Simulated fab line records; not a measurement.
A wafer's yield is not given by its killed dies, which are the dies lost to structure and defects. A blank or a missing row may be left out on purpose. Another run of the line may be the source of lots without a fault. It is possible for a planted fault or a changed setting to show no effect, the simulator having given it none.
fab line records	flow gf180mcu
[record] lots = 24	wafers = 72	lastDay = 34
route steps=602 shown STI@5 VT_IMPLANT@133 M2@376 V2@387 V3@444 V5@544
lots with no fault: from the same line, run without faults
startH: start of the lot's first displayed wafer, in hours after the record's first day	waitH: hours from the lot's prior step to this one	" unchanged from the row above	L1.1+2: a row that stands for several wafers	- no value, or no start given	* or withheld: withheld	< > ~ a bound
route shown NAME@n: a module of which the file shows steps, and the number in the route of the first	usual: mean/standard deviation of fault-free wafers	same: alike in all rows	chamber/n: place in a boat	sites: the reading at each site	_std_site: the standard deviation of these	_edge_site: outer sites' mean less inner sites'	radiusMm: how far each site lies from the wafer's centre	mask NAME#n: copy n	behind: the most recent tool/chamber to have shaped the wafer	hold: cause of the lot's hold/its duration in hours/its outcome	device: the transistor (n, p or np) that didn't switch	end of line: the tests these same wafers got at the end of their route	step lacking rows: just its recipe	killed: at the first sort, the dies lost to defects and structure; wafer yield is something else	map: a wafer's dies, x killed, . not, _ none there
set.NAME: setting as actually run; set.NAME@STEP: the setting as run at that earlier step	model.NAME: the simulator's own value behind a step, which no gauge read
a sample of lots followed through the steps of the route, with each step as a table and each wafer as a row
services: when a tool's chamber went out of use (startH, in hours from the record's first day, below 0 if earlier), for how many hours, and the reason
[[steps]]
[step GF_STI_THK_MEAS_04]
[recipe] reads = Si3N4_of_STI_CVD_03
[usual] STI_CVD_03_THK = 207.0/1.8
lot.wafer	tool	chamber	startH	waitH	STI_CVD_03_THK[nm]
L074.2	filmMetro-04	-	17.24	0.0	208.9
L074.4	"	-	"	"	208.3
L074.6	"	-	"	"	208.3
L075.4	filmMetro-02	-	21.59	0.0	207.0
L075.5	"	-	"	"	206.6
L075.6	"	-	"	"	205.2
L076.3	filmMetro-04	-	24.53	0.0	203.9
L076.4	"	-	"	"	206.2
L076.5	"	-	"	"	203.2
L077.1	filmMetro-02	-	28.99	0.0	205.8
L077.3	"	-	"	"	206.3
L077.5	"	-	"	"	207.1
L078.1	filmMetro-04	-	35.80	0.0	206.9
L078.4	"	-	"	"	207.8
L078.5	"	-	"	"	208.7
L079.1	filmMetro-03	-	40.52	0.0	208.8
L079.3	"	-	"	"	209.4
L079.6	"	-	"	"	210.1
L080.4	filmMetro-02	-	44.74	0.0	206.5
L080.5	"	-	"	"	206.1
L080.6	"	-	"	"	206.0
L081.2	filmMetro-02	-	49.16	0.0	211.8
L081.3	"	-	"	"	209.1
L081.5	"	-	"	"	212.1
L082.1	filmMetro-04	-	54.68	0.0	207.9
L082.2	"	-	"	"	207.1
L082.4	"	-	"	"	207.1
L083.3	filmMetro-03	-	62.28	0.0	206.1
L083.4	"	-	"	"	204.8
L083.6	"	-	"	"	206.2
L084.2	filmMetro-04	-	64.25	0.0	206.8
L084.3	"	-	"	"	207.0
L084.4	"	-	"	"	208.3
L085.1	filmMetro-03	-	68.56	0.0	208.7
L085.3	"	-	"	"	208.7
L085.6	"	-	"	"	208.3
L086.2	filmMetro-04	-	74.52	0.0	208.7
L086.3	"	-	"	"	209.0
L086.6	"	-	"	"	208.8
L087.1	filmMetro-04	-	78.99	0.0	206.8
L087.3	"	-	"	"	209.1
L087.4	"	-	"	"	207.2
L088.1	filmMetro-03	-	83.56	0.0	204.5
L088.3	"	-	"	"	207.8
L088.4	"	-	"	"	206.1
L089.2	filmMetro-02	-	89.60	0.0	202.6
L089.3	"	-	"	"	203.9
L089.4	"	-	"	"	203.6
L090.2	filmMetro-02	-	94.01	0.0	206.0
L090.3	"	-	"	"	207.2
L090.6	"	-	"	"	207.5
L091.1	filmMetro-04	-	99.56	0.0	209.6
L091.3	"	-	"	"	209.1
L091.6	"	-	"	"	208.8
L092.1	filmMetro-03	-	103.56	0.0	209.5
L092.2	"	-	"	"	208.3
L092.6	"	-	"	"	208.2
L093.1	filmMetro-04	-	109.24	0.0	205.4
L093.2	"	-	"	"	206.1
L093.5	"	-	"	"	205.4
L094.3	filmMetro-02	-	113.58	0.0	206.9
L094.4	"	-	"	"	208.4
L094.5	"	-	"	"	207.7
L095.1	filmMetro-03	-	118.56	0.0	204.9
L095.3	"	-	"	"	205.4
L095.4	"	-	"	"	206.2
L096.1	filmMetro-04	-	123.56	0.0	206.8
L096.5	"	-	"	"	205.9
L096.6	"	-	"	"	206.6
L097.1	filmMetro-02	-	128.56	0.0	206.7
L097.3	"	-	"	"	206.0
L097.4	"	-	"	"	206.8
[step GF_VT_IMPLANT_TW_MEAS_43]
[usual] VT_IMPLANT_4_TW = 688/6.2
lot.wafer	tool	chamber	startH	waitH	VT_IMPLANT_4_TW
L074.2	filmMetro-03	-	162.59	0.1	687
L074.4	"	-	"	"	689
L074.6	"	-	"	"	686
L075.4	filmMetro-04	-	165.72	0.1	688
L075.5	"	-	"	"	685
L075.6	"	-	"	"	687
L076.3	filmMetro-04	-	173.50	0.1	685
L076.4	"	-	"	"	685
L076.5	"	-	"	"	684
L077.1	filmMetro-03	-	178.66	0.1	687
L077.3	"	-	"	"	683
L077.5	"	-	"	"	683
L078.1	filmMetro-03	-	188.61	0.1	684
L078.4	"	-	"	"	683
L078.5	"	-	"	"	691
L079.1	filmMetro-04	-	191.41	0.1	683
L079.3	"	-	"	"	682
L079.6	"	-	"	"	684
L080.4	filmMetro-04	-	199.72	0.1	686
L080.5	"	-	"	"	687
L080.6	"	-	"	"	684
L081.2	filmMetro-04	-	200.97	0.1	690
L081.3	"	-	"	"	687
L081.5	"	-	"	"	689
L082.1	filmMetro-01	-	208.84	0.1	698
L082.2	"	-	"	"	697
L082.4	"	-	"	"	695
L083.3	filmMetro-01	-	221.20	0.1	697
L083.4	"	-	"	"	694
L083.6	"	-	"	"	702
L084.2	filmMetro-03	-	226.35	0.1	688
L084.3	"	-	"	"	688
L084.4	"	-	"	"	690
L085.1	filmMetro-01	-	228.66	0.1	695
L085.3	"	-	"	"	695
L085.6	"	-	"	"	696
L086.2	filmMetro-01	-	238.64	0.1	699
L086.3	"	-	"	"	701
L086.6	"	-	"	"	699
L087.1	filmMetro-04	-	247.31	0.1	685
L087.3	"	-	"	"	680
L087.4	"	-	"	"	686
L088.1	filmMetro-04	-	251.76	0.1	682
L088.3	"	-	"	"	682
L088.4	"	-	"	"	682
L089.2	filmMetro-04	-	259.02	0.1	684
L089.3	"	-	"	"	685
L089.4	"	-	"	"	684
L090.2	filmMetro-03	-	265.24	0.1	685
L090.3	"	-	"	"	682
L090.6	"	-	"	"	681
L091.1	filmMetro-03	-	272.01	0.1	683
L091.3	"	-	"	"	682
L091.6	"	-	"	"	682
L092.1	filmMetro-01	-	279.14	0.1	695
L092.2	"	-	"	"	698
L092.6	"	-	"	"	703
L093.1	filmMetro-04	-	286.71	0.1	682
L093.2	"	-	"	"	684
L093.5	"	-	"	"	686
L094.3	filmMetro-04	-	291.90	0.1	690
L094.4	"	-	"	"	688
L094.5	"	-	"	"	687
L095.1	filmMetro-04	-	299.28	0.1	689
L095.3	"	-	"	"	684
L095.4	"	-	"	"	686
L096.1	filmMetro-01	-	307.04	0.1	701
L096.5	"	-	"	"	701
L096.6	"	-	"	"	699
L097.1	filmMetro-03	-	310.93	0.1	682
L097.3	"	-	"	"	688
L097.4	"	-	"	"	684
[step GF_M2_CD_MEAS_14]
[recipe] targetCdNm = 280
[usual] cdNm = 279.8/1
lot.wafer	tool	chamber	startH	waitH	cdNm
L074.2	cdSem-01	-	441.12	0.1	279.6
L074.4	"	-	"	"	279.3
L074.6	"	-	"	"	280.1
L075.4	cdSem-01	-	442.18	0.1	279.5
L075.5	"	-	"	"	281.2
L075.6	"	-	"	"	279.7
L076.3	cdSem-01	-	460.26	0.1	280.4
L076.4	"	-	"	"	280.9
L076.5	"	-	"	"	279.7
L077.1	cdSem-02	-	466.46	0.1	280.6
L077.3	"	-	"	"	278.8
L077.5	"	-	"	"	278.7
L078.1	cdSem-01	-	481.65	0.1	279.9
L078.4	"	-	"	"	279.2
L078.5	"	-	"	"	280.0
L079.1	cdSem-02	-	484.01	0.1	277.2
L079.3	"	-	"	"	278.3
L079.6	"	-	"	"	278.1
L080.4	cdSem-01	-	494.96	0.1	280.1
L080.5	"	-	"	"	279.9
L080.6	"	-	"	"	279.5
L081.2	cdSem-02	-	497.47	0.2	279.5
L081.3	"	-	"	"	280.7
L081.5	"	-	"	"	281.6
L082.1	cdSem-01	-	507.22	0.1	281.6
L082.2	"	-	"	"	281.0
L082.4	"	-	"	"	280.3
L083.3	cdSem-02	-	524.05	0.1	280.2
L083.4	"	-	"	"	281.1
L083.6	"	-	"	"	278.4
L084.2	cdSem-01	-	532.43	0.1	280.0
L084.3	"	-	"	"	279.7
L084.4	"	-	"	"	278.9
L085.1	cdSem-02	-	538.81	0.1	279.5
L085.3	"	-	"	"	279.4
L085.6	"	-	"	"	278.9
L086.2	cdSem-02	-	545.33	0.1	280.2
L086.3	"	-	"	"	280.2
L086.6	"	-	"	"	280.2
L087.1	cdSem-02	-	557.46	0.1	280.4
L087.3	"	-	"	"	280.4
L087.4	"	-	"	"	279.4
L088.1	cdSem-02	-	559.87	0.1	278.5
L088.3	"	-	"	"	278.6
L088.4	"	-	"	"	279.1
L089.2	cdSem-01	-	570.97	0.1	280.5
L089.3	"	-	"	"	280.2
L089.4	"	-	"	"	279.3
L090.2	cdSem-02	-	577.79	0.1	278.3
L090.3	"	-	"	"	278.7
L090.6	"	-	"	"	277.2
L091.1	cdSem-02	-	583.22	0.1	280.7
L091.3	"	-	"	"	280.6
L091.6	"	-	"	"	279.6
L092.1	cdSem-01	-	592.37	0.1	279.7
L092.2	"	-	"	"	278.4
L092.6	"	-	"	"	280.3
L093.1	cdSem-02	-	595.00	0.1	278.6
L093.2	"	-	"	"	280.9
L093.5	"	-	"	"	279.3
L094.3	cdSem-02	-	609.00	0.1	278.9
L094.4	"	-	"	"	280.7
L094.5	"	-	"	"	279.8
L095.1	cdSem-01	-	610.81	0.1	280.1
L095.3	"	-	"	"	280.5
L095.4	"	-	"	"	280.7
L096.1	cdSem-01	-	618.97	0.1	281.9
L096.5	"	-	"	"	282.0
L096.6	"	-	"	"	281.6
L097.1	cdSem-02	-	629.97	0.1	279.5
L097.3	"	-	"	"	279.4
L097.4	"	-	"	"	278.3
[step GF_V2_BOW_MEAS_05]
[recipe] mode = bow
[usual] V2_BOW = 97/7.8
lot.wafer	tool	chamber	startH	waitH	V2_BOW[um]
L074.2	filmMetro-03	-	442.51	0.2	105
L074.4	"	-	"	"	98
L074.6	"	-	"	"	103
L075.4	filmMetro-01	-	443.57	0.3	109
L075.5	"	-	"	"	99
L075.6	"	-	"	"	101
L076.3	filmMetro-02	-	461.64	0.1	98
L076.4	"	-	"	"	97
L076.5	"	-	"	"	92
L077.1	filmMetro-02	-	467.84	0.1	92
L077.3	"	-	"	"	100
L077.5	"	-	"	"	100
L078.1	filmMetro-02	-	483.03	0.1	100
L078.4	"	-	"	"	107
L078.5	"	-	"	"	97
L079.1	filmMetro-02	-	485.40	0.2	89
L079.3	"	-	"	"	103
L079.6	"	-	"	"	95
L080.4	filmMetro-02	-	496.68	0.3	89
L080.5	"	-	"	"	79
L080.6	"	-	"	"	92
L081.2	filmMetro-03	-	498.98	0.1	104
L081.3	"	-	"	"	102
L081.5	"	-	"	"	95
L082.1	filmMetro-01	-	508.60	0.1	90
L082.2	"	-	"	"	91
L082.4	"	-	"	"	97
L083.3	filmMetro-01	-	525.65	0.3	102
L083.4	"	-	"	"	106
L083.6	"	-	"	"	99
L084.2	filmMetro-01	-	533.81	0.1	109
L084.3	"	-	"	"	89
L084.4	"	-	"	"	91
L085.1	filmMetro-02	-	540.28	0.1	100
L085.3	"	-	"	"	100
L085.6	"	-	"	"	107
L086.2	filmMetro-01	-	546.84	0.1	97
L086.3	"	-	"	"	97
L086.6	"	-	"	"	90
L087.1	filmMetro-02	-	558.84	0.2	98
L087.3	"	-	"	"	96
L087.4	"	-	"	"	95
L088.1	filmMetro-03	-	561.25	0.1	96
L088.3	"	-	"	"	99
L088.4	"	-	"	"	102
L089.2	filmMetro-02	-	572.35	0.2	93
L089.3	"	-	"	"	107
L089.4	"	-	"	"	96
L090.2	filmMetro-01	-	579.21	0.3	95
L090.3	"	-	"	"	90
L090.6	"	-	"	"	99
L091.1	filmMetro-02	-	584.62	0.1	99
L091.3	"	-	"	"	107
L091.6	"	-	"	"	94
L092.1	filmMetro-02	-	593.76	0.1	93
L092.2	"	-	"	"	106
L092.6	"	-	"	"	104
L093.1	filmMetro-03	-	596.38	0.2	99
L093.2	"	-	"	"	95
L093.5	"	-	"	"	105
L094.3	filmMetro-03	-	610.56	0.3	97
L094.4	"	-	"	"	102
L094.5	"	-	"	"	92
L095.1	filmMetro-02	-	612.23	0.1	84
L095.3	"	-	"	"	80
L095.4	"	-	"	"	83
L096.1	filmMetro-02	-	620.49	0.1	111
L096.5	"	-	"	"	93
L096.6	"	-	"	"	108
L097.1	filmMetro-02	-	631.44	0.3	108
L097.3	"	-	"	"	98
L097.4	"	-	"	"	99
[step GF_V3_OVL_MEAS_15]
[usual] V3_OVL = 3/5.8
lot.wafer	tool	chamber	startH	waitH	V3_OVL[nm]
L074.2	overlay-02	-	516.84	0.1	-8
L074.4	"	-	"	"	-8
L074.6	"	-	"	"	-4
L075.4	overlay-01	-	518.28	0.1	2
L075.5	"	-	"	"	4
L075.6	"	-	"	"	3
L076.3	overlay-02	-	536.42	0.1	2
L076.4	"	-	"	"	9
L076.5	"	-	"	"	8
L077.1	overlay-01	-	540.79	0.1	7
L077.3	"	-	"	"	4
L077.5	"	-	"	"	-2
L078.1	overlay-02	-	554.74	0.1	-4
L078.4	"	-	"	"	-4
L078.5	"	-	"	"	-4
L079.1	overlay-01	-	556.94	0.1	11
L079.3	"	-	"	"	14
L079.6	"	-	"	"	4
L080.4	overlay-01	-	567.91	0.1	7
L080.5	"	-	"	"	8
L080.6	"	-	"	"	-2
L081.2	overlay-02	-	570.45	0.1	9
L081.3	"	-	"	"	10
L081.5	"	-	"	"	11
L082.1	overlay-02	-	578.38	0.1	-3
L082.2	"	-	"	"	4
L082.4	"	-	"	"	5
L083.3	overlay-01	-	593.94	0.1	10
L083.4	"	-	"	"	-2
L083.6	"	-	"	"	0
L084.2	overlay-01	-	602.00	0.1	19
L084.3	"	-	"	"	8
L084.4	"	-	"	"	21
L085.1	overlay-01	-	608.64	0.1	2
L085.3	"	-	"	"	-5
L085.6	"	-	"	"	1
L086.2	overlay-01	-	614.14	0.1	-5
L086.3	"	-	"	"	4
L086.6	"	-	"	"	0
L087.1	overlay-02	-	625.48	0.1	3
L087.3	"	-	"	"	4
L087.4	"	-	"	"	4
L088.1	overlay-01	-	626.19	0.1	6
L088.3	"	-	"	"	6
L088.4	"	-	"	"	2
L089.2	overlay-02	-	638.59	0.1	-2
L089.3	"	-	"	"	13
L089.4	"	-	"	"	6
L090.2	overlay-02	-	643.09	0.1	2
L090.3	"	-	"	"	1
L090.6	"	-	"	"	-3
L091.1	overlay-01	-	649.21	0.1	-2
L091.3	"	-	"	"	-2
L091.6	"	-	"	"	-1
L092.1	overlay-02	-	658.66	0.1	-2
L092.2	"	-	"	"	-6
L092.6	"	-	"	"	-8
L093.1	overlay-02	-	661.64	0.1	15
L093.2	"	-	"	"	5
L093.5	"	-	"	"	10
L094.3	overlay-01	-	674.30	0.1	5
L094.4	"	-	"	"	2
L094.5	"	-	"	"	5
L095.1	overlay-01	-	676.36	0.1	3
L095.3	"	-	"	"	2
L095.4	"	-	"	"	-4
L096.1	overlay-01	-	683.03	0.1	-1
L096.5	"	-	"	"	1
L096.6	"	-	"	"	7
L097.1	overlay-01	-	693.43	0.1	6
L097.3	"	-	"	"	9
L097.4	"	-	"	"	-2
[step GF_V5_CMP_04]
[recipe] material = SiO2	downForcePsi = 4	platenRpm = 60	padVelocityMS = 0.94248
[usual] motorCurrentA = 12.1/1.1
lot.wafer	tool	chamber	startH	waitH	motorCurrentA
L074.2	cmp-02	3	610.13	0.2	10.6
L074.4	"	0	"	"	12.2
L074.6	"	1	"	"	12.3
L075.4	cmp-01	0	611.78	0.2	10.4
L075.6	"	1	"	"	12.0
L075.5	"	2	"	"	12.9
L076.3	cmp-02	3	628.99	0.0	10.7
L076.4	"	1	"	"	12.7
L076.5	"	0	"	"	12.0
L077.1	cmp-02	3	632.44	0.1	11.1
L077.3	"	2	"	"	13.3
L077.5	"	3	"	"	10.4
L078.4	cmp-01	2	644.80	0.1	12.4
L078.1	"	3	"	"	12.3
L078.5	"	1	"	"	11.6
L079.3	cmp-01	3	647.38	0.1	12.9
L079.1	"	1	"	"	12.1
L079.6	"	2	"	"	12.4
L080.4	cmp-01	3	657.03	0.1	13.8
L080.5	"	1	"	"	11.1
L080.6	"	2	"	"	12.9
L081.3	cmp-02	2	660.08	0.3	13.6
L081.2	"	1	"	"	12.8
L081.5	"	2	"	"	14.2
L082.4	cmp-02	3	666.46	0.0	10.1
L082.1	"	0	"	"	12.0
L082.2	"	2	"	"	13.6
L083.3	cmp-01	1	681.32	0.0	11.6
L083.4	"	0	"	"	10.9
L083.6	"	1	"	"	11.5
L084.4	cmp-02	2	688.03	0.0	13.8
L084.3	"	0	"	"	12.6
L084.2	"	1	"	"	11.6
L085.1	cmp-02	3	694.64	0.1	10.5
L085.3	"	1	"	"	11.7
L085.6	"	2	"	"	14.1
L086.2	cmp-01	3	699.84	0.1	13.1
L086.3	"	0	"	"	10.8
L086.6	"	3	"	"	13.3
L087.1	cmp-01	3	709.75	0.1	14.1
L087.3	"	0	"	"	10.3
L087.4	"	1	"	"	11.2
L088.4	cmp-01	3	711.32	0.1	12.8
L088.1	"	0	"	"	10.3
L088.3	"	1	"	"	12.2
L089.4	cmp-02	1	721.11	0.0	11.6
L089.2	"	2	"	"	13.1
L089.3	"	0	"	"	11.8
L090.3	cmp-01	3	723.84	0.3	12.3
L090.2	"	2	"	"	12.6
L090.6	"	0	"	"	10.0
L091.3	cmp-01	3	730.31	0.0	13.6
L091.1	"	2	"	"	12.6
L091.6	"	3	"	"	13.3
L092.2	cmp-01	0	739.12	0.0	11.3
L092.1	"	2	"	"	11.6
L092.6	"	0	"	"	10.8
L093.1	cmp-02	3	741.60	0.1	10.6
L093.2	"	0	"	"	12.0
L093.5	"	2	"	"	14.1
L094.3	cmp-02	1	753.72	0.0	12.4
L094.4	"	3	"	"	10.9
L094.5	"	1	"	"	11.3
L095.1	cmp-02	1	754.48	0.1	12.7
L095.4	"	2	"	"	12.8
L095.3	"	3	"	"	10.0
L096.1	cmp-02	3	760.72	0.1	10.6
L096.6	"	2	"	"	14.0
L096.5	"	3	"	"	10.6
L097.3	cmp-02	3	767.94	0.2	11.0
L097.1	"	1	"	"	12.8
L097.4	"	2	"	"	14.1
[[services]]
tool	chamber	startH	hours	kind
cmp-01	-	591.36	1.2	repair
cmp-02	-	610.54	4.7	repair
cmp-02	-	648.92	6.2	repair
cmp-01	-	659.63	1.8	repair
cmp-01	-	661.98	1.4	repair
cmp-02	-	669.67	9.1	pm
cmp-02	-	725.88	0.2	repair
cmp-02	-	745.33	4.0	pm
cmp-02	-	749.33	-	consumableReplace:conditioner
cmp-02	-	749.33	-	consumableReplace:pad
cmp-01	-	764.01	1.7	repair
cmp-01	-	766.77	15.8	repair
[[key]]
fault none
